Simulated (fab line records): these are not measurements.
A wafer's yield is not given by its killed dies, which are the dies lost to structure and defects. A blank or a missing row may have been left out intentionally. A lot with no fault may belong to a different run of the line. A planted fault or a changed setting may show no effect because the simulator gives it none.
fab line records | flow sfq-line
record lots=7 | wafers=21 | last-day=91
route steps=325 shown M6@261 I6@266
lots that met no fault: taken from a fault-free run of the same line
start-h: start of the lot's first displayed wafer, in hours after the record's first day | wait-h: time in hours since the lot's previous step | " unchanged from the row above | L1.1+2: a single row standing in for several wafers | - no value, or no start given | * or withheld: withheld | < > ~ a bound
route shown NAME@n: NAME is a module with steps in the file, n the number in the route of the first one | usual: average and standard deviation across the fault-free wafers | same: alike in all rows | chamber/n: place in a boat | sites: the reading at each site | _std_site: standard deviation of those values | _edge_site: mean of outer sites minus mean of inner sites | radius-mm: how far each site lies from the wafer's centre | mask NAME#n: copy n | behind: the tool/chamber that last shaped the wafer | hold: what put the lot on hold/how long, in hours/how the hold closed | device: transistor that didn't switch, given as n, p or np | end of line: tests of these same wafers at the route's end | for a step that has no rows: nothing shown but its recipe | killed: dies that structure and defects cost at the first sort, which is not the same as the wafer's yield | map: the dies of a wafer, with x for killed, . for not killed, _ for no die there
set.NAME: setting as actually run; set.NAME@STEP: the setting as run at that earlier step | model.NAME: the simulator's own value behind a step, which no gauge read
lots at selected steps of the route; one table per step, one row per wafer
services: when a tool's chamber went out of use (start-h, in hours from the record's first day, below 0 if earlier), for how many hours, and the reason
## steps
# step SFQ_M6_OVL_MEAS_940
# usual M6_OVL=5/4.6
lot.wafer | tool       | chamber | start-h | wait-h | M6_OVL[nm]
L994.2    | overlay-01 | -       | 1752.78 | 0.1    | 3
L994.3    | "          | -       | "       | "      | 4
L994.5    | "          | -       | "       | "      | 8
L996.1    | overlay-01 | -       | 1755.17 | 0.1    | 4
L996.3    | "          | -       | "       | "      | 4
L996.4    | "          | -       | "       | "      | 7
L100.1    | overlay-02 | -       | 1791.69 | 0.1    | 7
L100.5    | "          | -       | "       | "      | -3
L100.6    | "          | -       | "       | "      | 5
L101.4    | overlay-02 | -       | 1792.91 | 0.1    | 6
L101.5    | "          | -       | "       | "      | 3
L101.6    | "          | -       | "       | "      | 5
L102.3    | overlay-01 | -       | 1797.55 | 0.1    | 6
L102.4    | "          | -       | "       | "      | 0
L102.5    | "          | -       | "       | "      | 2
L111.2    | overlay-02 | -       | 1867.07 | 0.1    | 5
L111.4    | "          | -       | "       | "      | 4
L111.5    | "          | -       | "       | "      | 4
L114.1    | overlay-01 | -       | 1890.62 | 0.1    | 8
L114.4    | "          | -       | "       | "      | 0
L114.5    | "          | -       | "       | "      | 3
# step SFQ_TRILAYER_M6_BARC_OPEN_METAL_ETCH_206
# recipe mask-material=PR | chemistry=O2 | target-depth-nm=125 | target=BARC | icp-w=600 | bias-w=80 | pressure-mtorr=10 | time-s=41.7
# usual chamber-pressure-mTorr=9.999/0.01 | drypump-motor-current-A=5.4/0.42 | oes-product-au=0.685/0.0042
lot.wafer | tool         | chamber | start-h | wait-h | chamber-pressure-mTorr | drypump-motor-current-A | oes-product-au | rf-hours-counter-h
L994.2    | rie-metal-03 | 0       | 1752.81 | 0.0    | 9.999                  | 5.7                     | 0.680          | 32
L994.3    | "            | 1       | "       | "      | 10.013                 | 4.9                     | 0.686          | -
L994.5    | "            | 1       | "       | "      | 9.995                  | 4.9                     | 0.684          | -
L996.1    | rie-metal-03 | 0       | 1755.21 | 0.0    | 9.993                  | 5.6                     | 0.685          | 32
L996.3    | "            | 1       | "       | "      | 10.002                 | 4.9                     | 0.684          | -
L996.4    | "            | 0       | "       | "      | 10.005                 | 5.6                     | 0.688          | -
L100.1    | rie-metal-01 | 1       | 1791.73 | 0.0    | 9.992                  | 5.0                     | 0.687          | 100
L100.5    | "            | 0       | "       | "      | 9.993                  | 5.8                     | 0.679          | -
L100.6    | "            | 1       | "       | "      | 10.011                 | 5.0                     | 0.684          | -
L101.4    | rie-metal-03 | 1       | 1792.95 | 0.0    | 9.964                  | 4.9                     | 0.677          | -
L101.5    | "            | 1       | "       | "      | 9.999                  | 4.9                     | 0.690          | -
L101.6    | "            | 0       | "       | "      | 9.998                  | 5.7                     | 0.682          | -
L102.3    | rie-metal-01 | 1       | 1797.60 | 0.0    | 10.001                 | 5.0                     | 0.688          | -
L102.4    | "            | 0       | "       | "      | 10.014                 | 5.8                     | 0.682          | -
L102.5    | "            | 0       | "       | "      | 9.983                  | 5.9                     | 0.677          | -
L111.2    | rie-metal-01 | 1       | 1867.10 | 0.0    | 10.016                 | 5.0                     | 0.689          | 110
L111.4    | "            | 0       | "       | "      | 9.987                  | 5.8                     | 0.688          | -
L111.5    | "            | 1       | "       | "      | 9.995                  | 5.0                     | 0.683          | -
L114.1    | rie-metal-01 | 1       | 1890.65 | 0.0    | 9.999                  | 5.0                     | 0.692          | 115
L114.4    | "            | 1       | "       | "      | 9.980                  | 5.0                     | 0.685          | -
L114.5    | "            | 0       | "       | "      | 9.998                  | 5.8                     | 0.691          | -
# step SFQ_TRILAYER_M6_ETCH_METAL_ETCH_162
# recipe target=Nb | stop-on=SiO2 | mask-material=PR | chemistry=Cl2/Ar | target-depth-nm=240 | icp-w=600 | bias-w=80 | pressure-mtorr=10 | time-s=120
# usual chamber-pressure-mTorr=10.000/0.0094 | drypump-motor-current-A=5.4/0.42 | oes-product-au=0.893/0.0072
lot.wafer | tool         | chamber | start-h | wait-h | chamber-pressure-mTorr | drypump-motor-current-A | oes-product-au | rf-hours-counter-h
L994.2    | rie-metal-03 | 0       | 1752.87 | 0.0    | 9.991                  | 5.6                     | 0.885          | 32
L994.3    | "            | 1       | "       | "      | 10.004                 | 4.9                     | 0.896          | -
L994.5    | "            | 1       | "       | "      | 9.999                  | 4.9                     | 0.887          | -
L996.1    | rie-metal-03 | 0       | 1755.27 | 0.0    | 10.016                 | 5.7                     | 0.905          | 32
L996.3    | "            | 1       | "       | "      | 10.006                 | 4.9                     | 0.889          | -
L996.4    | "            | 0       | "       | "      | 9.989                  | 5.7                     | 0.898          | -
L100.1    | rie-metal-01 | 1       | 1791.79 | 0.0    | 10.013                 | 5.0                     | 0.885          | 100
L100.5    | "            | 0       | "       | "      | 9.997                  | 5.8                     | 0.897          | -
L100.6    | "            | 1       | "       | "      | 9.999                  | 5.0                     | 0.887          | -
L101.4    | rie-metal-03 | 1       | 1793.03 | 0.1    | 10.001                 | 4.9                     | 0.899          | -
L101.5    | "            | 1       | "       | "      | 9.992                  | 4.9                     | 0.880          | -
L101.6    | "            | 0       | "       | "      | 10.006                 | 5.6                     | 0.891          | -
L102.3    | rie-metal-01 | 1       | 1797.68 | 0.1    | 10.008                 | 5.0                     | 0.894          | -
L102.4    | "            | 0       | "       | "      | 10.005                 | 5.8                     | 0.893          | -
L102.5    | "            | 0       | "       | "      | 9.987                  | 5.9                     | 0.889          | -
L111.2    | rie-metal-01 | 1       | 1867.16 | 0.0    | 10.007                 | 5.0                     | 0.887          | 110
L111.4    | "            | 0       | "       | "      | 10.003                 | 5.8                     | 0.902          | -
L111.5    | "            | 1       | "       | "      | 10.004                 | 5.0                     | 0.899          | -
L114.1    | rie-metal-01 | 1       | 1890.71 | 0.0    | 10.010                 | 5.0                     | 0.893          | 115
L114.4    | "            | 1       | "       | "      | 9.988                  | 5.0                     | 0.893          | -
L114.5    | "            | 0       | "       | "      | 9.979                  | 5.8                     | 0.892          | -
# step SFQ_TRILAYER_M6_STRIP_STRIP_163
# recipe gas=O2 | power-w=200 | platen-temp-c=40 | overash-fraction=0.65 | chemistry=O2 | pressure-mtorr=50
# usual chamber-pressure-mTorr=50.00/0.044 | drypump-motor-current-A=5.4/0.42 | oes-product-au=1.002/0.0099
lot.wafer | tool         | chamber | start-h | wait-h | chamber-pressure-mTorr | drypump-motor-current-A | oes-product-au | rf-hours-counter-h
L994.2    | rie-metal-03 | 0       | 1752.99 | 0.1    | 49.96                  | 5.6                     | 1.002          | 32
L994.3    | "            | 1       | "       | "      | 50.10                  | 4.9                     | 0.997          | -
L994.5    | "            | 1       | "       | "      | 50.02                  | 5.0                     | 0.997          | -
L996.1    | rie-metal-03 | 0       | 1755.39 | 0.1    | 50.02                  | 5.7                     | 0.995          | 32
L996.3    | "            | 1       | "       | "      | 50.03                  | 4.9                     | 1.006          | -
L996.4    | "            | 0       | "       | "      | 49.93                  | 5.6                     | 1.001          | -
L100.1    | rie-metal-01 | 1       | 1791.91 | 0.1    | 49.96                  | 5.0                     | 0.997          | 100
L100.5    | "            | 0       | "       | "      | 50.03                  | 5.9                     | 1.005          | -
L100.6    | "            | 1       | "       | "      | 49.95                  | 5.0                     | 0.992          | -
L101.4    | rie-metal-03 | 1       | 1793.31 | 0.2    | 50.01                  | 4.9                     | 0.996          | -
L101.5    | "            | 1       | "       | "      | 50.08                  | 4.9                     | 0.995          | -
L101.6    | "            | 0       | "       | "      | 50.01                  | 5.6                     | 1.005          | -
L102.3    | rie-metal-01 | 1       | 1797.96 | 0.2    | 50.00                  | 5.0                     | 1.004          | -
L102.4    | "            | 0       | "       | "      | 49.99                  | 5.8                     | 1.007          | -
L102.5    | "            | 0       | "       | "      | 49.95                  | 5.8                     | 1.009          | -
L111.2    | rie-metal-01 | 1       | 1867.29 | 0.1    | 50.03                  | 5.0                     | 1.002          | 111
L111.4    | "            | 0       | "       | "      | 50.04                  | 5.8                     | 0.998          | -
L111.5    | "            | 1       | "       | "      | 49.95                  | 5.0                     | 1.007          | -
L114.1    | rie-metal-01 | 1       | 1890.84 | 0.1    | 50.01                  | 5.0                     | 0.995          | 115
L114.4    | "            | 1       | "       | "      | 50.00                  | 5.0                     | 0.998          | -
L114.5    | "            | 0       | "       | "      | 49.97                  | 5.9                     | 0.993          | -
# step SFQ_TRILAYER_M6_STRIP_SOLV_CLEAN_164
# recipe chemistry=NMP | temp-c=70 | time-s=600
# step SFQ_TRILAYER_I6_DEP_PECVD_165
# recipe material=SiO2 | temp-c=150 | time-s=111.11 | pressure-torr=2.4 | rf-w=183.3 | precursor=SiH4/N2O | target-thk-nm=500
# usual heater-power-w=83/13 | throttle-valve-pct=24.0/1.6
lot.wafer | tool     | chamber | start-h | wait-h | heater-power-w | throttle-valve-pct
L994.2    | pecvd-04 | 2       | 1753.77 | 0.0    | 96             | 21.8
L994.3    | "        | 0       | "       | "      | 75             | 23.2
L994.5    | "        | 1       | "       | "      | 85             | 22.2
L996.1    | pecvd-04 | 1       | 1756.17 | 0.0    | 86             | 21.9
L996.3    | "        | 2       | "       | "      | 95             | 21.7
L996.4    | "        | 0       | "       | "      | 65             | 23.1
L100.1    | pecvd-04 | 1       | 1792.69 | 0.0    | 83             | 22.1
L100.5    | "        | 2       | "       | "      | 81             | 22.0
L100.6    | "        | 1       | "       | "      | 87             | 22.3
L101.4    | pecvd-01 | 1       | 1793.94 | 0.0    | 76             | 24.6
L101.5    | "        | 2       | "       | "      | 100            | 25.0
L101.6    | "        | 0       | "       | "      | 83             | 25.5
L102.3    | pecvd-03 | 2       | 1798.55 | 0.0    | 63             | 26.4
L102.4    | "        | 0       | "       | "      | 83             | 25.1
L102.5    | "        | 1       | "       | "      | 84             | 25.9
L111.2    | pecvd-03 | 0       | 1868.24 | 0.0    | 92             | 25.3
L111.4    | "        | 1       | "       | "      | 83             | 26.0
L111.5    | "        | 0       | "       | "      | 75             | 25.1
L114.1    | pecvd-04 | 1       | 1891.79 | 0.0    | 90             | 22.4
L114.4    | "        | 2       | "       | "      | 81             | 21.7
L114.5    | "        | 0       | "       | "      | 79             | 23.4
# step SFQ_TRILAYER_I6_CMP_CMP_166
# recipe material=SiO2 | down-force-psi=3 | platen-rpm=60 | pad-velocity-m-s=0.94248
# step SFQ_I6_BOW_MEAS_941
# recipe mode=bow
# usual I6_BOW=8/9
lot.wafer | tool          | chamber | start-h | wait-h | I6_BOW[um]
L994.2    | film-metro-04 | -       | 1756.87 | 2.0    | -5
L994.3    | "             | -       | "       | "      | 8
L994.5    | "             | -       | "       | "      | -3
L996.1    | film-metro-01 | -       | 1762.85 | 2.0    | 3
L996.3    | "             | -       | "       | "      | -12
L996.4    | "             | -       | "       | "      | 0
L100.1    | film-metro-04 | -       | 1805.75 | 2.0    | 6
L100.5    | "             | -       | "       | "      | 16
L100.6    | "             | -       | "       | "      | 11
L101.4    | film-metro-02 | -       | 1805.93 | 2.6    | 23
L101.5    | "             | -       | "       | "      | 14
L101.6    | "             | -       | "       | "      | 22
L102.3    | film-metro-01 | -       | 1808.91 | 1.0    | 13
L102.4    | "             | -       | "       | "      | 10
L102.5    | "             | -       | "       | "      | 15
L111.2    | film-metro-01 | -       | 1872.72 | 2.0    | 9
L111.4    | "             | -       | "       | "      | 16
L111.5    | "             | -       | "       | "      | 17
L114.1    | film-metro-02 | -       | 1894.87 | 1.5    | 6
L114.4    | "             | -       | "       | "      | 4
L114.5    | "             | -       | "       | "      | 8
# step SFQ_TRILAYER_I6_METRO_MEASURE_167
# step SFQ_TRILAYER_I6_VIA_LITHO_COAT_174
# recipe resist=BARC | spin-rpm=3000 | resist-thk-nm=62
# step SFQ_TRILAYER_I6_VIA_LITHO_COAT_169
# recipe resist=KrF | spin-rpm=3000 | resist-thk-nm=650
# step SFQ_TRILAYER_I6_VIA_LITHO_SOFTBAKE_173
# recipe temp-c=withheld | time-s=withheld | resist=KrF
# step SFQ_TRILAYER_I6_VIA_LITHO_EXPOSE_170
# recipe mask-id=I6 | na=0.6 | source-shape=conventional | sigma-outer=0.65 | target-cd-nm=700 | dose-mj=21.3
# usual stage-vel-mm-s=499.98/0.28
lot.wafer | tool           | chamber | start-h | wait-h | mask | stage-vel-mm-s
L994.2    | krf-scanner-02 | 0       | 1859.20 | -      | I6#0 | 500.00
L994.3    | "              | 0       | "       | "      | I6#0 | 499.66
L994.5    | "              | 0       | "       | "      | I6#0 | 499.89
L996.1    | krf-scanner-02 | 0       | 1865.00 | -      | I6#0 | 500.56
L996.3    | "              | 0       | "       | "      | I6#0 | 500.22
L996.4    | "              | 0       | "       | "      | I6#0 | 500.22
L100.1    | krf-scanner-02 | 0       | 1901.00 | -      | I6#0 | 500.31
L100.5    | "              | 0       | "       | "      | I6#0 | 500.34
L100.6    | "              | 0       | "       | "      | I6#0 | 499.94
L101.4    | krf-scanner-02 | 0       | 1902.80 | -      | I6#0 | 499.71
L101.5    | "              | 0       | "       | "      | I6#0 | 499.70
L101.6    | "              | 0       | "       | "      | I6#0 | 500.07
L102.3    | krf-scanner-02 | 0       | 1905.00 | -      | I6#0 | 499.87
L102.4    | "              | 0       | "       | "      | I6#0 | 499.73
L102.5    | "              | 0       | "       | "      | I6#0 | 499.77
L111.2    | krf-scanner-01 | 0       | 1958.92 | -      | I6#0 | 499.96
L111.4    | "              | 0       | "       | "      | I6#0 | 500.07
L111.5    | "              | 0       | "       | "      | I6#0 | 500.10
L114.1    | krf-scanner-01 | 0       | 1996.17 | -      | I6#0 | 500.30
L114.4    | "              | 0       | "       | "      | I6#0 | 499.72
L114.5    | "              | 0       | "       | "      | I6#0 | 500.35
# step SFQ_TRILAYER_I6_VIA_LITHO_PEB_172
# recipe peb-temp-c=115 | peb-time-s=60 | resist=KrF
# step SFQ_TRILAYER_I6_VIA_LITHO_DEVELOP_171
# recipe time-s=60 | resist=KrF
# step SFQ_I6_OVL_MEAS_942
# usual I6_OVL=-1/6.1
lot.wafer | tool       | chamber | start-h | wait-h | I6_OVL[nm]
L994.2    | overlay-01 | -       | 1860.51 | 0.1    | 2
L994.3    | "          | -       | "       | "      | -1
L994.5    | "          | -       | "       | "      | -6
L996.1    | overlay-01 | -       | 1866.50 | 0.1    | 5
L996.3    | "          | -       | "       | "      | 4
L996.4    | "          | -       | "       | "      | 8
L100.1    | overlay-02 | -       | 1902.50 | 0.1    | -1
L100.5    | "          | -       | "       | "      | 1
L100.6    | "          | -       | "       | "      | 2
L101.4    | overlay-02 | -       | 1903.72 | 0.1    | -6
L101.5    | "          | -       | "       | "      | -4
L101.6    | "          | -       | "       | "      | -5
L102.3    | overlay-02 | -       | 1906.12 | 0.1    | 1
L102.4    | "          | -       | "       | "      | -2
L102.5    | "          | -       | "       | "      | 8
L111.2    | overlay-01 | -       | 1960.22 | 0.1    | -7
L111.4    | "          | -       | "       | "      | -10
L111.5    | "          | -       | "       | "      | -2
L114.1    | overlay-01 | -       | 1997.67 | 0.1    | 3
L114.4    | "          | -       | "       | "      | 1
L114.5    | "          | -       | "       | "      | 0
# step SFQ_TRILAYER_I6_VIA_BARC_OPEN_VIA_ETCH_235
# recipe mask-material=PR | chemistry=O2 | target-depth-nm=125 | target=BARC | source-w=500 | bias-w=80 | pressure-mtorr=30 | time-s=41.7
# usual chamber-pressure-mTorr=30.000/0.027 | drypump-motor-current-A=5.7/0.41 | oes-product-au=0.686/0.0048
lot.wafer | tool        | chamber | start-h | wait-h | chamber-pressure-mTorr | drypump-motor-current-A | oes-product-au | rf-hours-counter-h | model.I6.cd-nm
L994.2    | rie-diel-04 | 0       | 1860.54 | 0.0    | 30.012                 | 5.8                     | 0.677          | 0                  | 701.2
L994.3    | "           | 2       | "       | "      | 29.997                 | 5.4                     | 0.682          | 6                  | 701.9
L994.5    | "           | 0       | "       | "      | 29.973                 | 5.7                     | 0.686          | -                  | 702
L996.1    | rie-diel-01 | 0       | 1866.54 | 0.0    | 30.009                 | 6.4                     | 0.695          | 0                  | 700.5
L996.3    | "           | 2       | "       | "      | 29.976                 | 5.8                     | 0.686          | 12                 | 699.6
L996.4    | "           | 2       | "       | "      | 30.029                 | 5.8                     | 0.686          | -                  | 701
L100.1    | rie-diel-04 | 3       | 1902.54 | 0.0    | 30.003                 | 5.7                     | 0.683          | 16                 | 701.2
L100.5    | "           | 3       | "       | "      | 30.007                 | 5.7                     | 0.681          | -                  | 711.5
L100.6    | "           | 2       | "       | "      | 29.995                 | 5.4                     | 0.687          | -                  | 712.2
L101.4    | rie-diel-02 | 0       | 1903.74 | 0.0    | 30.001                 | 5.9                     | 0.687          | 19                 | 698.8
L101.5    | "           | 1       | "       | "      | 30.001                 | 5.4                     | 0.686          | -                  | 711.1
L101.6    | "           | 0       | "       | "      | 30.021                 | 5.8                     | 0.695          | -                  | 709.6
L102.3    | rie-diel-01 | 0       | 1906.14 | 0.0    | 30.002                 | 6.4                     | 0.683          | 2                  | 700.5
L102.4    | "           | 3       | "       | "      | 30.004                 | 5.8                     | 0.677          | 1                  | 698.7
L102.5    | "           | 1       | "       | "      | 29.987                 | 4.9                     | 0.687          | -                  | 709.1
L111.2    | rie-diel-02 | 2       | 1960.25 | 0.0    | 30.021                 | 5.7                     | 0.694          | 3                  | 700
L111.4    | "           | 3       | "       | "      | 29.968                 | 6.4                     | 0.691          | 6                  | 701.9
L111.5    | "           | 3       | "       | "      | 30.013                 | 6.5                     | 0.692          | -                  | 701
L114.1    | rie-diel-01 | 0       | 1997.70 | 0.0    | 30.022                 | 6.4                     | 0.682          | 3                  | 698.5
L114.4    | "           | 1       | "       | "      | 29.990                 | 4.9                     | 0.687          | 16                 | 697.3
L114.5    | "           | 2       | "       | "      | 30.001                 | 5.8                     | 0.685          | -                  | 698.2
# step SFQ_TRILAYER_I6_VIA_ETCH_VIA_ETCH_172
# recipe target=SiO2 | stop-on=Nb | mask-material=PR | taper-deg=20 | chemistry=CHF3 | target-depth-nm=260 | source-w=500 | bias-w=80 | pressure-mtorr=30 | time-s=withheld
# usual chamber-pressure-mTorr=30.002/0.029 | drypump-motor-current-A=5.7/0.41 | oes-product-au=0.854/0.0057
lot.wafer | tool        | chamber | start-h | wait-h | chamber-pressure-mTorr | drypump-motor-current-A | oes-product-au | model.I6.cd-nm
L994.2    | rie-diel-04 | 0       | 1860.58 | 0.0    | 29.983                 | 5.7                     | 0.854          | 702
L994.3    | "           | 2       | "       | "      | 29.978                 | 5.4                     | 0.858          | 703.7
L994.5    | "           | 0       | "       | "      | 29.984                 | 5.7                     | 0.862          | 702.7
L996.1    | rie-diel-01 | 0       | 1866.58 | 0.0    | 29.999                 | 6.4                     | 0.864          | 698.8
L996.3    | "           | 2       | "       | "      | 29.985                 | 5.7                     | 0.848          | 698.3
L996.4    | "           | 2       | "       | "      | 30.044                 | 5.7                     | 0.852          | 700.8
L100.1    | rie-diel-04 | 3       | 1902.58 | 0.0    | 30.009                 | 5.7                     | 0.847          | 700.7
L100.5    | "           | 3       | "       | "      | 29.975                 | 5.7                     | 0.851          | 712.1
L100.6    | "           | 2       | "       | "      | 29.959                 | 5.4                     | 0.860          | 716.3
L101.4    | rie-diel-02 | 0       | 1903.78 | 0.0    | 30.066                 | 5.9                     | 0.853          | 699.4
L101.5    | "           | 1       | "       | "      | 29.999                 | 5.4                     | 0.854          | 713.8
L101.6    | "           | 0       | "       | "      | 30.006                 | 5.9                     | 0.850          | 709.6
L102.3    | rie-diel-01 | 0       | 1906.18 | 0.0    | 29.994                 | 6.4                     | 0.851          | 699.6
L102.4    | "           | 3       | "       | "      | 29.965                 | 5.9                     | 0.849          | 696.5
L102.5    | "           | 1       | "       | "      | 29.986                 | 4.9                     | 0.847          | 707.9
L111.2    | rie-diel-02 | 2       | 1960.29 | 0.0    | 30.009                 | 5.7                     | 0.852          | 698.2
L111.4    | "           | 3       | "       | "      | 29.986                 | 6.4                     | 0.843          | 701.8
L111.5    | "           | 3       | "       | "      | 29.954                 | 6.4                     | 0.854          | 702.3
L114.1    | rie-diel-01 | 1       | 1997.74 | 0.0    | 30.045                 | 4.9                     | 0.861          | 698.7
L114.4    | "           | 0       | "       | "      | 29.932                 | 6.4                     | 0.851          | 698
L114.5    | "           | 1       | "       | "      | 30.007                 | 4.9                     | 0.853          | 697.4
# step SFQ_TRILAYER_I6_VIA_STRIP_STRIP_173
# recipe gas=O2 | power-w=200 | platen-temp-c=40 | overash-fraction=0.65 | chemistry=O2 | pressure-mtorr=50
# usual chamber-pressure-mTorr=50.00/0.042 | drypump-motor-current-A=5.3/0.42 | oes-product-au=1.000/0.0079
lot.wafer | tool         | chamber | start-h | wait-h | chamber-pressure-mTorr | drypump-motor-current-A | oes-product-au | rf-hours-counter-h
L994.2    | rie-metal-03 | 0       | 1860.69 | -      | 50.04                  | 5.6                     | 0.993          | 46
L994.3    | "            | 0       | "       | "      | 50.00                  | 5.6                     | 1.009          | -
L994.5    | "            | 1       | "       | "      | 50.08                  | 4.9                     | 0.994          | -
L996.1    | rie-metal-03 | 1       | 1866.69 | -      | 49.95                  | 4.9                     | 0.992          | 48
L996.3    | "            | 0       | "       | "      | 49.95                  | 5.6                     | 1.000          | -
L996.4    | "            | 1       | "       | "      | 50.00                  | 4.9                     | 0.998          | -
L100.1    | rie-metal-01 | 1       | 1902.69 | -      | 50.04                  | 5.0                     | 0.990          | 117
L100.5    | "            | 1       | "       | "      | 49.97                  | 5.0                     | 0.988          | -
L100.6    | "            | 0       | "       | "      | 49.96                  | 5.8                     | 0.984          | -
L101.4    | rie-metal-01 | 0       | 1904.09 | -      | 49.98                  | 5.8                     | 1.008          | -
L101.5    | "            | 0       | "       | "      | 50.05                  | 5.8                     | 0.999          | -
L101.6    | "            | 1       | "       | "      | 50.02                  | 5.0                     | 0.997          | -
L102.3    | rie-metal-01 | 1       | 1906.49 | -      | 49.99                  | 5.0                     | 0.995          | -
L102.4    | "            | 0       | "       | "      | 50.04                  | 5.9                     | 1.005          | -
L102.5    | "            | 0       | "       | "      | 49.96                  | 5.9                     | 1.004          | -
L111.2    | rie-metal-03 | 1       | 1960.41 | -      | 49.99                  | 4.9                     | 1.000          | 62
L111.4    | "            | 0       | "       | "      | 50.05                  | 5.6                     | 1.001          | -
L111.5    | "            | 1       | "       | "      | 49.99                  | 4.9                     | 1.002          | -
L114.1    | rie-metal-03 | 1       | 1997.86 | -      | 50.04                  | 4.9                     | 0.997          | 67
L114.4    | "            | 1       | "       | "      | 49.95                  | 4.9                     | 0.997          | -
L114.5    | "            | 1       | "       | "      | 50.01                  | 4.9                     | 0.998          | -
## services
tool           | chamber | start-h | hours | kind
rie-diel-01    | 0       | 1739.42 | 6.9   | repair
krf-scanner-02 | -       | 1742.17 | 1.1   | repair
rie-diel-01    | 2       | 1750.43 | 7.5   | repair
krf-scanner-02 | -       | 1754.97 | 4.0   | pm
krf-scanner-02 | -       | 1760.83 | 0.3   | repair
pecvd-04       | -       | 1777.69 | 14.6  | pm
krf-scanner-02 | -       | 1788.89 | 1.3   | pm
krf-scanner-02 | -       | 1791.81 | 0.4   | repair
rie-diel-02    | -       | 1803.98 | 16.0  | repair
krf-scanner-02 | -       | 1808.19 | 21.0  | pm
pecvd-04       | -       | 1829.05 | 6.0   | pm
krf-scanner-02 | -       | 1829.19 | 0.8   | pm
krf-scanner-02 | -       | 1829.94 | 1.0   | pm
pecvd-04       | -       | 1836.09 | 0.3   | repair
krf-scanner-02 | -       | 1842.28 | 3.5   | repair
rie-diel-01    | 3       | 1862.35 | 22.7  | repair
rie-diel-04    | 3       | 1909.10 | 5.5   | repair
pecvd-04       | 0       | 1917.40 | 4.1   | repair
krf-scanner-02 | -       | 1920.20 | 3.6   | pm
rie-metal-01   | 0       | 1952.70 | 18.8  | repair
krf-scanner-02 | -       | 1964.84 | 1.3   | pm
rie-metal-01   | -       | 1987.90 | 0.8   | repair
krf-scanner-02 | -       | 1988.03 | 0.8   | pm
krf-scanner-02 | -       | 1992.45 | 1.0   | pm
## key
first-sign none at tools or gauges
model-effect step=SFQ_TRILAYER_I6_VIA_BARC_OPEN_VIA_ETCH_235 | value=I6.cd-nm | without=700.3 | struck=710.7
model-effect step=SFQ_TRILAYER_I6_VIA_ETCH_VIA_ETCH_172 | value=I6.cd-nm | without=701.5 | struck=711.9
met-at SFQ_TRILAYER_I6_VIA_LITHO_EXPOSE_170
struck-wafers L100.5,L100.6,L101.5,L101.6,L102.5
fault kind=process-parameter-drift | tool=krf-scanner-02 | chamber=- | onset-h=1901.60 | steps=SFQ_TRILAYER_I6_VIA_LITHO_EXPOSE_170 | channel=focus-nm | offset=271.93 | shape=step | end-h=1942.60 | scope=struck-wafers-only
